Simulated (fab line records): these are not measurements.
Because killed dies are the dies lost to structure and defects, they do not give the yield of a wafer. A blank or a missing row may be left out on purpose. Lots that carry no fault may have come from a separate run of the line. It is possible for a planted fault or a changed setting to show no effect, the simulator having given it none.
Which of the tools did it?	flow gf180mcu	18 wafers from 6 lots sampled at 4 of the route's 602 steps

WHAT EACH GAUGE READ, for each wafer
GF_V5_CD_MEAS_14: target cd 260 nm.
lot	measured	on	cd-nm (nm)
L530	day 27 15:00	cd-sem-02	261.8 261.9 261.5
L532	day 28 07:00	cd-sem-02	260.7 259.9 260.0
L536	day 29 18:55	cd-sem-01	260.1 260.7 260.7
L538	day 30 07:55	cd-sem-01	259.1 259.2 259.1
L547	day 32 19:16	cd-sem-02	259.9 258.4 258.4
L551	day 33 09:27	cd-sem-02	257.1 257.8 258.1

WHICH TOOL RAN EACH LOT (tool, then ch and the chambers of the sampled wafers, then the start)
lot	GF_M5_METAL_ETCH_10	GF_V5_CMP_04	GF_V5_DEVELOP_13
L530	rie-metal-03 ch 1, day 26 17:10	cmp-01 ch 0,1,2, day 26 18:14	litho-track-03 ch 0, day 27 14:51
L532	rie-metal-03 ch 0, day 27 10:04	cmp-02 ch 1,2, day 27 11:00	litho-track-02 ch 0, day 28 06:51
L536	rie-metal-01 ch 0,1, day 28 22:10	cmp-01 ch 1,2,3, day 28 23:29	litho-track-02 ch 0, day 29 18:46
L538	rie-metal-03 ch 0,1, day 29 11:58	cmp-02 ch 1,2, day 29 12:56	litho-track-02 ch 0, day 30 07:46
L547	rie-metal-03 ch 0,1, day 32 01:25	cmp-01 ch 0,1,3, day 32 02:25	litho-track-01 ch 0, day 32 19:08
L551	rie-metal-02 ch 0,1, day 32 15:52	cmp-01 ch 0,1,3, day 32 17:12	litho-track-01 ch 0, day 33 09:19
- GF_M5_METAL_ETCH_10: etches the open film in Cl2/BCl3, stops on SiO2, target depth 750.8 nm, time 125.1 s.
- GF_V5_CMP_04: polishes SiO2.
- GF_V5_DEVELOP_13: develop time 60 s.

THE ANSWER, worked out from the rows above alone
Rule: usual is defined by the lots themselves. The widest of any qualifying gaps counts: lots, ordered by their means at a reading, are off when they make up no more than a third of the lots, leave a main group of 4 or more, and stand apart from it by 3 or more times the standard deviation of that group's means. The tables above print the reading to a certain number of digits; a main group whose means all agree to those digits is not used. A lot without any number at a reading at which 4 lots or more have one is off too. Any other lot the step has rows for is counted as sound.
Nothing can be told from this: no lot is off at any reading shown.

WHAT THE SIMULATOR PUT IN
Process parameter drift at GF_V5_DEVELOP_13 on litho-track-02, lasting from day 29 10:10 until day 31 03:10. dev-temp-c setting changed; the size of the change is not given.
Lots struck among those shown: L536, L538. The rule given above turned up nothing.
